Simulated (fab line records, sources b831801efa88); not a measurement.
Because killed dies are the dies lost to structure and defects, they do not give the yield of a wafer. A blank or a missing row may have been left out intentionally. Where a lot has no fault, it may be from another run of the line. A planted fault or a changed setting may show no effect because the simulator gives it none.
Which tool was responsible? :: flow sky130 :: Sampling: 24 lots, 72 wafers, 6 of 708 route steps

## WHAT THE GAUGES READ, wafer by wafer
SKY_VIA4_OVL_MEAS_11.
lot: L074
measured: day 43 17:17
on: overlay-01
VIA4_OVL (nm): 0.1 2.1 1.6

lot: L075
measured: day 43 17:43
on: overlay-02
VIA4_OVL (nm): -0.7 -0.6 -0.1

lot: L077
measured: day 43 18:01
on: overlay-02
VIA4_OVL (nm): -4.8 -3.7 -2.9

lot: L076
measured: day 43 19:25
on: overlay-01
VIA4_OVL (nm): -1.9 -4.0 -2.0

lot: L078
measured: day 45 10:55
on: overlay-02
VIA4_OVL (nm): -0.5 -0.1 -0.4

lot: L079
measured: day 45 11:46
on: overlay-02
VIA4_OVL (nm): 0.4 -0.6 -0.3

lot: L081
measured: day 45 12:07
on: overlay-02
VIA4_OVL (nm): -1.7 -1.5 -4.2

lot: L080
measured: day 45 12:58
on: overlay-01
VIA4_OVL (nm): -3.4 -3.9 -1.9

lot: L082
measured: day 45 13:31
on: overlay-02
VIA4_OVL (nm): 0.5 0.1 -0.5

lot: L084
measured: day 45 18:52
on: overlay-02
VIA4_OVL (nm): -2.8 -2.1 -1.5

lot: L083
measured: day 45 21:13
on: overlay-01
VIA4_OVL (nm): 0.5 0.1 -0.2

lot: L085
measured: day 45 21:49
on: overlay-02
VIA4_OVL (nm): -1.1 -1.6 -1.2

lot: L086
measured: day 45 22:07
on: overlay-01
VIA4_OVL (nm): -1.4 -0.8 0.7

lot: L087
measured: day 46 06:52
on: overlay-01
VIA4_OVL (nm): -1.7 -0.7 -1.9

lot: L088
measured: day 46 15:22
on: overlay-01
VIA4_OVL (nm): -3.3 -4.6 -2.5

lot: L089
measured: day 46 15:46
on: overlay-01
VIA4_OVL (nm): -0.9 -0.3 -0.7

lot: L090
measured: day 47 06:46
on: overlay-01
VIA4_OVL (nm): 1.4 1.0 1.9

lot: L091
measured: day 47 08:55
on: overlay-02
VIA4_OVL (nm): -1.3 -1.7 -1.4

lot: L092
measured: day 47 12:04
on: overlay-02
VIA4_OVL (nm): -0.2 -0.7 -1.5

lot: L093
measured: day 47 23:16
on: overlay-02
VIA4_OVL (nm): -2.5 -1.1 -2.9

lot: L094
measured: day 48 00:59
on: overlay-01
VIA4_OVL (nm): -0.8 -1.8 -1.9

lot: L095
measured: day 48 11:13
on: overlay-01
VIA4_OVL (nm): 0.0 -0.2 0.9

lot: L096
measured: day 48 13:37
on: overlay-01
VIA4_OVL (nm): 0.1 1.4 -0.1

lot: L097
measured: day 48 17:34
on: overlay-01
VIA4_OVL (nm): 0.2 0.6 0.8

SKY_VIA4_RS_MEAS_19: the measuring method here is four-point-probe.
lot: L074
measured: day 43 18:14
on: film_metro-01
VIA4_W_RS (ohm/sq): 0.227 0.220 0.220

lot: L075
measured: day 43 18:37
on: film_metro-04
VIA4_W_RS (ohm/sq): 0.221 0.221 0.223

lot: L077
measured: day 43 19:02
on: film_metro-04
VIA4_W_RS (ohm/sq): 0.225 0.228 0.225

lot: L076
measured: day 43 20:28
on: film_metro-01
VIA4_W_RS (ohm/sq): 0.226 0.226 0.225

lot: L078
measured: day 45 11:50
on: film_metro-01
VIA4_W_RS (ohm/sq): 0.222 0.223 0.226

lot: L079
measured: day 45 12:41
on: film_metro-04
VIA4_W_RS (ohm/sq): 0.228 0.221 0.219

lot: L081
measured: day 45 13:02
on: film_metro-04
VIA4_W_RS (ohm/sq): 0.219 0.222 0.215

lot: L080
measured: day 45 13:52
on: film_metro-01
VIA4_W_RS (ohm/sq): 0.220 0.225 0.225

lot: L082
measured: day 45 14:26
on: film_metro-01
VIA4_W_RS (ohm/sq): 0.227 0.221 0.218

lot: L084
measured: day 45 19:48
on: film_metro-02
VIA4_W_RS (ohm/sq): 0.221 0.229 0.221

lot: L083
measured: day 45 22:10
on: film_metro-04
VIA4_W_RS (ohm/sq): 0.222 0.220 0.226

lot: L085
measured: day 45 22:47
on: film_metro-02
VIA4_W_RS (ohm/sq): 0.223 0.226 0.224

lot: L086
measured: day 45 23:08
on: film_metro-01
VIA4_W_RS (ohm/sq): 0.227 0.228 0.219

lot: L087
measured: day 46 07:52
on: film_metro-04
VIA4_W_RS (ohm/sq): 0.228 0.226 0.218

lot: L088
measured: day 46 16:25
on: film_metro-01
VIA4_W_RS (ohm/sq): 0.222 0.221 0.227

lot: L089
measured: day 46 16:51
on: film_metro-01
VIA4_W_RS (ohm/sq): 0.228 0.228 0.227

lot: L090
measured: day 47 07:41
on: film_metro-01
VIA4_W_RS (ohm/sq): 0.225 0.226 0.226

lot: L091
measured: day 47 09:51
on: film_metro-02
VIA4_W_RS (ohm/sq): 0.224 0.225 0.225

lot: L092
measured: day 47 12:59
on: film_metro-01
VIA4_W_RS (ohm/sq): 0.225 0.222 0.222

lot: L093
measured: day 48 00:11
on: film_metro-04
VIA4_W_RS (ohm/sq): 0.226 0.226 0.226

lot: L094
measured: day 48 01:59
on: film_metro-01
VIA4_W_RS (ohm/sq): 0.226 0.231 0.226

lot: L095
measured: day 48 12:08
on: film_metro-02
VIA4_W_RS (ohm/sq): 0.227 0.228 0.230

lot: L096
measured: day 48 14:31
on: film_metro-01
VIA4_W_RS (ohm/sq): 0.222 0.224 0.224

lot: L097
measured: day 48 18:30
on: film_metro-01
VIA4_W_RS (ohm/sq): 0.221 0.230 0.227

SKY_PASSIVATION_THK_MEAS_01.
lot: L074
measured: day 44 18:24
on: film_metro-02
PASSIVATION_CVD_00_THK (nm): 89.8 91.1 89.6

lot: L075
measured: day 44 18:26
on: film_metro-04
PASSIVATION_CVD_00_THK (nm): 89.8 87.3 91.2

lot: L077
measured: day 44 19:31
on: film_metro-02
PASSIVATION_CVD_00_THK (nm): 90.4 91.1 88.3

lot: L076
measured: day 44 20:37
on: film_metro-02
PASSIVATION_CVD_00_THK (nm): 90.7 88.7 89.3

lot: L078
measured: day 46 10:27
on: film_metro-02
PASSIVATION_CVD_00_THK (nm): 89.8 91.1 91.3

lot: L079
measured: day 46 11:18
on: film_metro-03
PASSIVATION_CVD_00_THK (nm): 87.3 90.4 90.5

lot: L081
measured: day 46 11:29
on: film_metro-02
PASSIVATION_CVD_00_THK (nm): 90.8 88.8 90.0

lot: L080
measured: day 46 12:26
on: film_metro-03
PASSIVATION_CVD_00_THK (nm): 89.8 88.6 91.3

lot: L082
measured: day 46 13:08
on: film_metro-04
PASSIVATION_CVD_00_THK (nm): 89.5 91.9 90.2

lot: L084
measured: day 46 16:37
on: film_metro-04
PASSIVATION_CVD_00_THK (nm): 89.4 88.7 90.4

lot: L083
measured: day 46 19:28
on: film_metro-02
PASSIVATION_CVD_00_THK (nm): 89.1 90.4 90.9

lot: L085
measured: day 46 20:59
on: film_metro-02
PASSIVATION_CVD_00_THK (nm): 89.2 88.8 90.7

lot: L086
measured: day 46 21:19
on: film_metro-03
PASSIVATION_CVD_00_THK (nm): 88.4 89.6 88.7

lot: L087
measured: day 47 07:20
on: film_metro-02
PASSIVATION_CVD_00_THK (nm): 90.1 92.6 91.8

lot: L088
measured: day 47 14:31
on: film_metro-03
PASSIVATION_CVD_00_THK (nm): 88.1 88.2 89.7

lot: L089
measured: day 47 14:49
on: film_metro-04
PASSIVATION_CVD_00_THK (nm): 89.6 87.9 91.1

lot: L090
measured: day 48 05:48
on: film_metro-03
PASSIVATION_CVD_00_THK (nm): 89.2 89.1 89.8

lot: L091
measured: day 48 08:19
on: film_metro-04
PASSIVATION_CVD_00_THK (nm): 88.7 90.9 91.5

lot: L092
measured: day 48 10:53
on: film_metro-02
PASSIVATION_CVD_00_THK (nm): 89.5 89.2 91.1

lot: L093
measured: day 48 20:54
on: film_metro-02
PASSIVATION_CVD_00_THK (nm): 89.7 87.8 91.8

lot: L094
measured: day 48 22:08
on: film_metro-02
PASSIVATION_CVD_00_THK (nm): 91.0 89.2 89.9

lot: L095
measured: day 49 07:22
on: film_metro-03
PASSIVATION_CVD_00_THK (nm): 90.0 92.0 91.6

lot: L096
measured: day 49 09:46
on: film_metro-04
PASSIVATION_CVD_00_THK (nm): 91.0 93.7 90.0

lot: L097
measured: day 49 13:10
on: film_metro-02
PASSIVATION_CVD_00_THK (nm): 88.2 89.4 90.2

## WHICH TOOL RAN EACH LOT (tool, then ch and the chambers of the sampled wafers, then the start)
lot: L074
SKY_VIA4_SPUTTER_17: pvd_sputter-04, day 43 17:59
SKY_METAL5_SPUTTER_02: pvd_sputter-01, day 43 18:44
SKY_METAL5_SPUTTER_03: pvd_sputter-01, day 43 18:47

lot: L075
SKY_VIA4_SPUTTER_17: pvd_sputter-03, day 43 18:25
SKY_METAL5_SPUTTER_02: pvd_sputter-01, day 43 19:40
SKY_METAL5_SPUTTER_03: pvd_sputter-01, day 43 19:44

lot: L077
SKY_VIA4_SPUTTER_17: pvd_sputter-03, day 43 18:46
SKY_METAL5_SPUTTER_02: pvd_sputter-01, day 43 20:18
SKY_METAL5_SPUTTER_03: pvd_sputter-01, day 43 20:20

lot: L076
SKY_VIA4_SPUTTER_17: pvd_sputter-03, day 43 20:11
SKY_METAL5_SPUTTER_02: pvd_sputter-04, day 43 21:10
SKY_METAL5_SPUTTER_03: pvd_sputter-04, day 43 21:14

lot: L078
SKY_VIA4_SPUTTER_17: pvd_sputter-02, day 45 11:37
SKY_METAL5_SPUTTER_02: pvd_sputter-01, day 45 12:21
SKY_METAL5_SPUTTER_03: pvd_sputter-01, day 45 12:24

lot: L079
SKY_VIA4_SPUTTER_17: pvd_sputter-02, day 45 12:28
SKY_METAL5_SPUTTER_02: pvd_sputter-01, day 45 13:13
SKY_METAL5_SPUTTER_03: pvd_sputter-01, day 45 13:16

lot: L081
SKY_VIA4_SPUTTER_17: pvd_sputter-04, day 45 12:49
SKY_METAL5_SPUTTER_02: pvd_sputter-04, day 45 13:34
SKY_METAL5_SPUTTER_03: pvd_sputter-04, day 45 13:37

lot: L080
SKY_VIA4_SPUTTER_17: pvd_sputter-02, day 45 13:40
SKY_METAL5_SPUTTER_02: pvd_sputter-01, day 45 14:26
SKY_METAL5_SPUTTER_03: pvd_sputter-01, day 45 14:29

lot: L082
SKY_VIA4_SPUTTER_17: pvd_sputter-02, day 45 14:13
SKY_METAL5_SPUTTER_02: pvd_sputter-01, day 45 14:59
SKY_METAL5_SPUTTER_03: pvd_sputter-01, day 45 15:02

lot: L084
SKY_VIA4_SPUTTER_17: pvd_sputter-04, day 45 19:34
SKY_METAL5_SPUTTER_02: pvd_sputter-04, day 45 20:34
SKY_METAL5_SPUTTER_03: pvd_sputter-04, day 45 20:38

lot: L083
SKY_VIA4_SPUTTER_17: pvd_sputter-04, day 45 21:55
SKY_METAL5_SPUTTER_02: pvd_sputter-02, day 45 22:40
SKY_METAL5_SPUTTER_03: pvd_sputter-02, day 45 22:43

lot: L085
SKY_VIA4_SPUTTER_17: pvd_sputter-04, day 45 22:35
SKY_METAL5_SPUTTER_02: pvd_sputter-01, day 45 23:19
SKY_METAL5_SPUTTER_03: pvd_sputter-01, day 45 23:22

lot: L086
SKY_VIA4_SPUTTER_17: pvd_sputter-03, day 45 22:53
SKY_METAL5_SPUTTER_02: pvd_sputter-04, day 45 23:37
SKY_METAL5_SPUTTER_03: pvd_sputter-04, day 45 23:40

lot: L087
SKY_VIA4_SPUTTER_17: pvd_sputter-04, day 46 07:38
SKY_METAL5_SPUTTER_02: pvd_sputter-04, day 46 10:10
SKY_METAL5_SPUTTER_03: pvd_sputter-04, day 46 10:13

lot: L088
SKY_VIA4_SPUTTER_17: pvd_sputter-04, day 46 16:11
SKY_METAL5_SPUTTER_02: pvd_sputter-02, day 46 17:07
SKY_METAL5_SPUTTER_03: pvd_sputter-02, day 46 17:10

lot: L089
SKY_VIA4_SPUTTER_17: pvd_sputter-02, day 46 16:37
SKY_METAL5_SPUTTER_02: pvd_sputter-01, day 46 17:22
SKY_METAL5_SPUTTER_03: pvd_sputter-01, day 46 17:25

lot: L090
SKY_VIA4_SPUTTER_17: pvd_sputter-04, day 47 07:28
SKY_METAL5_SPUTTER_02: pvd_sputter-04, day 47 08:13
SKY_METAL5_SPUTTER_03: pvd_sputter-04, day 47 08:16

lot: L091
SKY_VIA4_SPUTTER_17: pvd_sputter-03, day 47 09:37
SKY_METAL5_SPUTTER_02: pvd_sputter-04, day 47 10:27
SKY_METAL5_SPUTTER_03: pvd_sputter-04, day 47 10:30

lot: L092
SKY_VIA4_SPUTTER_17: pvd_sputter-03, day 47 12:46
SKY_METAL5_SPUTTER_02: pvd_sputter-04, day 47 13:31
SKY_METAL5_SPUTTER_03: pvd_sputter-04, day 47 13:34

lot: L093
SKY_VIA4_SPUTTER_17: pvd_sputter-02, day 47 23:58
SKY_METAL5_SPUTTER_02: pvd_sputter-01, day 48 00:43
SKY_METAL5_SPUTTER_03: pvd_sputter-01, day 48 00:46

lot: L094
SKY_VIA4_SPUTTER_17: pvd_sputter-03, day 48 01:43
SKY_METAL5_SPUTTER_02: pvd_sputter-04, day 48 02:27
SKY_METAL5_SPUTTER_03: pvd_sputter-04, day 48 02:30

lot: L095
SKY_VIA4_SPUTTER_17: pvd_sputter-02, day 48 11:55
SKY_METAL5_SPUTTER_02: pvd_sputter-01, day 48 12:40
SKY_METAL5_SPUTTER_03: pvd_sputter-01, day 48 12:43

lot: L096
SKY_VIA4_SPUTTER_17: pvd_sputter-03, day 48 14:19
SKY_METAL5_SPUTTER_02: pvd_sputter-01, day 48 15:03
SKY_METAL5_SPUTTER_03: pvd_sputter-01, day 48 15:06

lot: L097
SKY_VIA4_SPUTTER_17: pvd_sputter-03, day 48 18:16
SKY_METAL5_SPUTTER_02: pvd_sputter-04, day 48 19:01
SKY_METAL5_SPUTTER_03: pvd_sputter-04, day 48 19:04
- SKY_VIA4_SPUTTER_17: material TiN, target thk 20 nm, time 80 s.
- SKY_METAL5_SPUTTER_02: material AlCu, target thk 1150 nm, time 61.2 s.
- SKY_METAL5_SPUTTER_03: material Ti, target thk 5 nm, time 3.3 s.

## AS READ BY THE TOOLS THEMSELVES (means over the sampled wafers that have a number; for cases with no such wafer, the mark the record gives instead)
SKY_VIA4_SPUTTER_17.
lot: L074
tool: pvd_sputter-04
throttle_valve_pct (%): 30.4

lot: L075
tool: pvd_sputter-03
throttle_valve_pct (%): 29.8

lot: L077
tool: pvd_sputter-03
throttle_valve_pct (%): 29.8

lot: L076
tool: pvd_sputter-03
throttle_valve_pct (%): 30.3

lot: L078
tool: pvd_sputter-02
throttle_valve_pct (%): 29.7

lot: L079
tool: pvd_sputter-02
throttle_valve_pct (%): 30.3

lot: L081
tool: pvd_sputter-04
throttle_valve_pct (%): 30.5

lot: L080
tool: pvd_sputter-02
throttle_valve_pct (%): 29.3

lot: L082
tool: pvd_sputter-02
throttle_valve_pct (%): 29.6

lot: L084
tool: pvd_sputter-04
throttle_valve_pct (%): 29.8

lot: L083
tool: pvd_sputter-04
throttle_valve_pct (%): 30.1

lot: L085
tool: pvd_sputter-04
throttle_valve_pct (%): 30.2

lot: L086
tool: pvd_sputter-03
throttle_valve_pct (%): 29.8

lot: L087
tool: pvd_sputter-04
throttle_valve_pct (%): 30.8

lot: L088
tool: pvd_sputter-04
throttle_valve_pct (%): 31.0

lot: L089
tool: pvd_sputter-02
throttle_valve_pct (%): 29.7

lot: L090
tool: pvd_sputter-04
throttle_valve_pct (%): 29.2

lot: L091
tool: pvd_sputter-03
throttle_valve_pct (%): 30.4

lot: L092
tool: pvd_sputter-03
throttle_valve_pct (%): 30.4

lot: L093
tool: pvd_sputter-02
throttle_valve_pct (%): 29.6

lot: L094
tool: pvd_sputter-03
throttle_valve_pct (%): 30.0

lot: L095
tool: pvd_sputter-02
throttle_valve_pct (%): 29.6

lot: L096
tool: pvd_sputter-03
throttle_valve_pct (%): 30.3

lot: L097
tool: pvd_sputter-03
throttle_valve_pct (%): 30.4

SKY_METAL5_SPUTTER_02.
lot: L074
tool: pvd_sputter-01
throttle_valve_pct (%): 30.7

lot: L075
tool: pvd_sputter-01
throttle_valve_pct (%): 30.9

lot: L077
tool: pvd_sputter-01
throttle_valve_pct (%): 30.8

lot: L076
tool: pvd_sputter-04
throttle_valve_pct (%): 30.0

lot: L078
tool: pvd_sputter-01
throttle_valve_pct (%): 30.7

lot: L079
tool: pvd_sputter-01
throttle_valve_pct (%): 30.2

lot: L081
tool: pvd_sputter-04
throttle_valve_pct (%): 30.2

lot: L080
tool: pvd_sputter-01
throttle_valve_pct (%): 30.0

lot: L082
tool: pvd_sputter-01
throttle_valve_pct (%): 30.0

lot: L084
tool: pvd_sputter-04
throttle_valve_pct (%): 30.7

lot: L083
tool: pvd_sputter-02
throttle_valve_pct (%): 29.9

lot: L085
tool: pvd_sputter-01
throttle_valve_pct (%): 30.7

lot: L086
tool: pvd_sputter-04
throttle_valve_pct (%): 29.6

lot: L087
tool: pvd_sputter-04
throttle_valve_pct (%): 30.1

lot: L088
tool: pvd_sputter-02
throttle_valve_pct (%): 30.6

lot: L089
tool: pvd_sputter-01
throttle_valve_pct (%): 30.2

lot: L090
tool: pvd_sputter-04
throttle_valve_pct (%): 31.3

lot: L091
tool: pvd_sputter-04
throttle_valve_pct (%): 30.7

lot: L092
tool: pvd_sputter-04
throttle_valve_pct (%): 29.7

lot: L093
tool: pvd_sputter-01
throttle_valve_pct (%): 30.8

lot: L094
tool: pvd_sputter-04
throttle_valve_pct (%): 29.1

lot: L095
tool: pvd_sputter-01
throttle_valve_pct (%): 29.9

lot: L096
tool: pvd_sputter-01
throttle_valve_pct (%): 30.1

lot: L097
tool: pvd_sputter-04
throttle_valve_pct (%): 29.5

SKY_METAL5_SPUTTER_03.
lot: L074
tool: pvd_sputter-01
throttle_valve_pct (%): 30.8

lot: L075
tool: pvd_sputter-01
throttle_valve_pct (%): 30.7

lot: L077
tool: pvd_sputter-01
throttle_valve_pct (%): 30.8

lot: L076
tool: pvd_sputter-04
throttle_valve_pct (%): 30.1

lot: L078
tool: pvd_sputter-01
throttle_valve_pct (%): 30.7

lot: L079
tool: pvd_sputter-01
throttle_valve_pct (%): 30.1

lot: L081
tool: pvd_sputter-04
throttle_valve_pct (%): 30.1

lot: L080
tool: pvd_sputter-01
throttle_valve_pct (%): 30.0

lot: L082
tool: pvd_sputter-01
throttle_valve_pct (%): 30.0

lot: L084
tool: pvd_sputter-04
throttle_valve_pct (%): 30.6

lot: L083
tool: pvd_sputter-02
throttle_valve_pct (%): 29.9

lot: L085
tool: pvd_sputter-01
throttle_valve_pct (%): 30.8

lot: L086
tool: pvd_sputter-04
throttle_valve_pct (%): 29.6

lot: L087
tool: pvd_sputter-04
throttle_valve_pct (%): 30.1

lot: L088
tool: pvd_sputter-02
throttle_valve_pct (%): 30.8

lot: L089
tool: pvd_sputter-01
throttle_valve_pct (%): 30.2

lot: L090
tool: pvd_sputter-04
throttle_valve_pct (%): 31.2

lot: L091
tool: pvd_sputter-04
throttle_valve_pct (%): 30.7

lot: L092
tool: pvd_sputter-04
throttle_valve_pct (%): 29.6

lot: L093
tool: pvd_sputter-01
throttle_valve_pct (%): 30.8

lot: L094
tool: pvd_sputter-04
throttle_valve_pct (%): 29.3

lot: L095
tool: pvd_sputter-01
throttle_valve_pct (%): 30.2

lot: L096
tool: pvd_sputter-01
throttle_valve_pct (%): 29.9

lot: L097
tool: pvd_sputter-04
throttle_valve_pct (%): 29.8

## THE ANSWER, worked out from the rows above alone
Rule: what is usual is taken from the lots themselves. The widest of any qualifying gaps counts: lots, ordered by their means at a reading, are off when they make up no more than a third of the lots, leave a main group of 4 or more, and stand apart from it by 3 or more times the standard deviation of that group's means. A main group is skipped when, at the precision printed for the reading in the tables above, its means are all equal. A lot without any number at a reading at which 4 lots or more have one is off too. All remaining lots with rows at the step are treated as sound. Order of review: gauges by route order, followed by the tools' own readings, for which a lot's mean as printed above is used. The first step at which some lot is off is used, and at that step the reading that is off furthest; a lot without a number counts as furthest.
No lot is off on any of the readings shown, so nothing can be concluded from this.

## WHAT THE SIMULATOR HAD PUT IN
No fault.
